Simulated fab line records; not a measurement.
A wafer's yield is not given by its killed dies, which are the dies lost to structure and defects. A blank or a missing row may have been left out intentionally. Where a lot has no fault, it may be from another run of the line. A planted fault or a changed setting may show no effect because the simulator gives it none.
Code-filled problem report in 8D (eight disciplines) form / flow sky130 / the parts of the form that need people (team, actions taken, sign-off) are left out

## 1. THE PROBLEM
At SKY_PAD_OPEN_PROBE_99, killedAtFrontEnd averages 419 over 3 wafers from 2 lots, while fault-free wafers read 14, standard deviation 4.4. Relative to the usual mean, that is a shift of +92 standard deviations.
Seen first at day 46 08:16 on prober-01, wafer L163.4. The record holds 23 wafers of 8 lots with a number at this step. Rule for "out", or "out of limits": more than 4 standard deviations from the usual mean. Any other wafer with a number is counted as sound.

## 2. WHAT THIS IS AND IS NOT
question=which readings at this step | is=killedAtFrontEnd, killedDies, killedOnRim | is not=killed_at_M0_to_M3, killed_at_M4_up, killedAtContacts, killedAtOther, killedOpen, killedShort
question=which lots | is=L163, L166 | is not=L174, L175, L176, L180, L182, L184
question=which wafers of those lots | is=L163.4, L166.2, L166.4 | is not=L163.1, L163.5, L166.3
question=read on which tools | is=prober-01, prober-02 | is not=-
question=when | is=from day 46 08:16 | is not=up to then (1 sound wafer); but 19 sound wafers of L163, L166, L174, L175, L176, L180, L182, L184 came after

## 3. SUSPECTS, AND WHAT RULES EACH OUT
Counting: any tool at a process step up to the reading remains a suspect provided it ran every lot that is out. Sound lots after the first of them don't rule it out here, since some wafers of a struck lot are sound.
- ilineStepper-01 at SKY_GATE_OXIDE_EXPOSE_07 (exposes mask LVOM, target cd 600 nm): kept. It ran every lot that is out, first L163 (day 14 01:55).
Left after counting: ilineStepper-01 at SKY_GATE_OXIDE_EXPOSE_07.

## 4. THE CAUSE (what the simulator had put in)
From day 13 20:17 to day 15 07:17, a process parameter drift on ilineStepper-01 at SKY_GATE_OXIDE_EXPOSE_07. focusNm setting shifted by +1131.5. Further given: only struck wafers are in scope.
This tool alone remained once counting was done.

## 5. THE CHAIN OF EFFECTS, in route order
One row per reading whose mean, taken over the struck wafers that have a number, lies over 3 standard deviations from the usual. Only readings whose record carries a usual standard deviation are examined. hours: median over the lots of the time between each lot's start at the first step of this table that gives one and its start at this step. sigmas: the change, counted in usual standard deviations.
hours=0; step=SKY_PAD_OPEN_PROBE_99; reading=killedAtFrontEnd; usual=14; on struck wafers=419; change=+405; sigmas=+92
hours=0; step=SKY_PAD_OPEN_PROBE_99; reading=killedDies; usual=87; on struck wafers=489; change=+402; sigmas=+44
hours=0; step=SKY_PAD_OPEN_PROBE_99; reading=killedOnRim; usual=17; on struck wafers=94; change=+77; sigmas=+21
It contains these process steps:
- SKY_PAD_OPEN_PROBE_99

## 6. HOW IT WOULD HAVE BEEN CAUGHT EARLIER
First out-of-limits reading in this record: day 46 08:16, which is 780 hours after fault onset at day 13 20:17.
All the lots that are out (2) had begun SKY_GATE_OXIDE_EXPOSE_07 on ilineStepper-01 by day 46 08:16. Holding the tool at that point would not have protected any of them.
